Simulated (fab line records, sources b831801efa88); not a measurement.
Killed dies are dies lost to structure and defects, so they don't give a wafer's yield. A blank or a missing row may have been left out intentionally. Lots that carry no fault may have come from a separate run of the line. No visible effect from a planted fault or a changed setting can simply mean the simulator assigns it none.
One fault seen from 2 desks	flow sky130	only its own numbers are on each desk; what lay behind them is given at the end

AT THE TOOL OWNER'S DESK: lithoTrack-04
The tool's own readings at SKY_LDD_P_COAT_02 (resist thk 1140 nm): means of the sampled wafers that have a number, for each lot that ran on this tool. Marked OUT: a lot whose mean sits more than 4 standard deviations from the usual mean, which makes it out of limits; the brackets give that distance.
Columns: A = spinSpeedRpm at SKY_LDD_P_COAT_02, usual 2999.9 rpm
lot	first seen here	A
L437	day 19 13:23	3000.5
L439	day 20 18:53	2997.9
L443	day 22 18:31	3406.4 (+99 or more) OUT
L445	day 23 02:53	3406.6 (+99 or more) OUT
L456	day 26 14:46	2998.9
This desk's finding: out of limits on L443, L445; first on L443, day 22 18:31 (spinSpeedRpm at SKY_LDD_P_COAT_02). L437, L439, L456: within limits.

THE METROLOGY DESK
What the gauges read, lot by lot, whatever tool the lot ran on: means of the sampled wafers that have a number. Marked OUT: a lot whose mean sits more than 4 standard deviations from the usual mean, which makes it out of limits; the brackets give that distance.
Columns: A = GATE_OXIDE_TW at SKY_GATE_OXIDE_TW_MEAS_14, usual 225.3; B = POLY_GATE_OVL at SKY_POLY_GATE_OVL_MEAS_14, usual -3 nm; C = cdNm at SKY_LDD_P_CD_MEAS_07, usual 379.7 nm
lot	first seen here	A	B	C
L435	day 14 09:49	222.4	2	376.3
L437	day 15 00:34	225.8	-1	376.5
L439	day 15 19:57	223.6	0	382.6
L443	day 17 21:34	226.5	1	389.3
L445	day 18 07:35	227.1	-11	387.3
L446	day 18 19:05	226.5	-2	375.9
L450	day 19 22:40	226.5	2	377.0
L451	day 20 08:33	227.5	-2	383.3
L454	day 20 19:00	225.1	4	380.6
L455	day 21 15:45	224.9	-1	380.8
L456	day 22 00:05	222.8	-6	378.8
Finding of this desk: none of the 11 lots has anything out of limits.

ALL TOGETHER
The tool owner's desk had the chance to raise an alarm at day 22 18:31 on L443, L445.
At the metrology desk, nothing out of limits was observed.
The metrology desk holds a record of L443, L445, inside its limits.
Of the lots named, all ran SKY_LDD_P_COAT_02 on lithoTrack-04.

WHAT THE SIMULATOR HAD INSERTED
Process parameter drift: lithoTrack-04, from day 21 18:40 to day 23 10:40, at SKY_LDD_P_COAT_02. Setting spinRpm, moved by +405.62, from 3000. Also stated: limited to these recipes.
Struck lots among those shown: L443, L445.
Each desk's first reading out of limits, in hours after the fault started: the tool owner's desk, 24.
